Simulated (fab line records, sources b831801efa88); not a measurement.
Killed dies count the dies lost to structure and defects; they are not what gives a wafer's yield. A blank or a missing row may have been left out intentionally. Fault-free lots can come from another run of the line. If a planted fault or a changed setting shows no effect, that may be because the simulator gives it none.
2 desks, one fault :: flow sky130 :: every desk sees just its own numbers, and what lay behind them comes last

== METROLOGY DESK ==
Lot by lot, what the gauges showed, no matter which tool ran the lot: averages of those sampled wafers that carry a number. A lot is out of limits, marked OUT, if its mean lies more than 4 standard deviations from the usual mean; the brackets give that distance.
Columns: A = GATE_OXIDE_OVL at SKY_GATE_OXIDE_OVL_MEAS_10, usual 0.6 nm; B = GATE_OXIDE_TW at SKY_GATE_OXIDE_TW_MEAS_14, usual 223.8
lot: L767
first seen here: day 13 21:28
A: 2.2
B: 222.8

lot: L769
first seen here: day 14 12:43
A: 2.2
B: 225.8

lot: L776
first seen here: day 16 17:39
A: 0.7
B: 224.7

lot: L775
first seen here: day 16 20:18
A: 2.4
B: 222.6

lot: L788
first seen here: day 21 04:20
A: 0.7
B: 225.7

lot: L789
first seen here: day 21 15:27
A: 0.3
B: 224.0
Result from this desk: across the 6 lots, nothing is out of limits.

== DESK OF THE TOOL OWNER: furnace-01 ==
The tool's own readings at SKY_GATE_OXIDE_OXIDATION_16 (stabilise 600 s, purge 300 s, target thk 3.57 nm): means of the sampled wafers that have a number, for each lot that ran on this tool. A lot is out of limits, marked OUT, if its mean lies more than 4 standard deviations from the usual mean; the brackets give that distance. Shown are 7 of the 8 readings it has, namely the first that went out of limits plus those furthest out on some lot.
Columns: A = spike_tc_bottom_C at SKY_GATE_OXIDE_OXIDATION_16, usual 820.3 C; B = spike_tc_centre_C at SKY_GATE_OXIDE_OXIDATION_16, usual 800.2 C; C = spike_tc_lower_C at SKY_GATE_OXIDE_OXIDATION_16, usual 801.9 C; D = tube_center_temp_C_max at SKY_GATE_OXIDE_OXIDATION_16, usual 802.08; E = zone_power_bottom_pct at SKY_GATE_OXIDE_OXIDATION_16, usual 21.1 %; F = zone_power_centre_pct at SKY_GATE_OXIDE_OXIDATION_16, usual 14.18 %; G = zone_power_lower_pct at SKY_GATE_OXIDE_OXIDATION_16, usual 14.4 %
lot: L769
first seen here: day 14 13:30
A: 820.0
B: 800.1
C: 803.0
D: 802.00
E: 21.5
F: 14.22
G: 14.3

lot: L776
first seen here: day 16 19:17
A: 813.5 (-7.3) OUT
B: 794.8 (-5.4) OUT
C: 846.3 (+23) OUT
D: 801.93
E: 16.3 (-11) OUT
F: 8.21 (-43) OUT
G: 27.5 (+38) OUT

lot: L775
first seen here: day 16 20:49
A: 812.8 (-8.1) OUT
B: 794.5 (-5.7) OUT
C: 846.7 (+24) OUT
D: 801.91
E: 16.4 (-10) OUT
F: 8.27 (-42) OUT
G: 27.5 (+38) OUT

lot: L788
first seen here: day 21 05:32
A: 820.0
B: 800.5
C: 803.1
D: 801.81
E: 21.3
F: 14.16
G: 14.2
This desk finds L775, L776 out of limits, L776 being first, at day 16 19:17 (spike_tc_bottom_C at SKY_GATE_OXIDE_OXIDATION_16). In limits: L769, L788.

== BROUGHT TOGETHER ==
The tool owner's desk had the chance to raise an alarm at day 16 19:17 on L775, L776.
Nothing out of limits was seen by the metrology desk.
The metrology desk holds a record of L775, L776, inside its limits.
Of the lots named, all ran SKY_GATE_OXIDE_OXIDATION_16 on furnace-01.

== WHAT THE SIMULATOR HAD PUT IN ==
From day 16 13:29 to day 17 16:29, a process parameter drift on furnace-01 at SKY_GATE_OXIDE_OXIDATION_16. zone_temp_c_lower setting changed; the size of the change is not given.
Lots struck among those shown: L775, L776.
Time in hours from fault onset to the first out-of-limits reading at each desk: the tool owner's desk, 6.
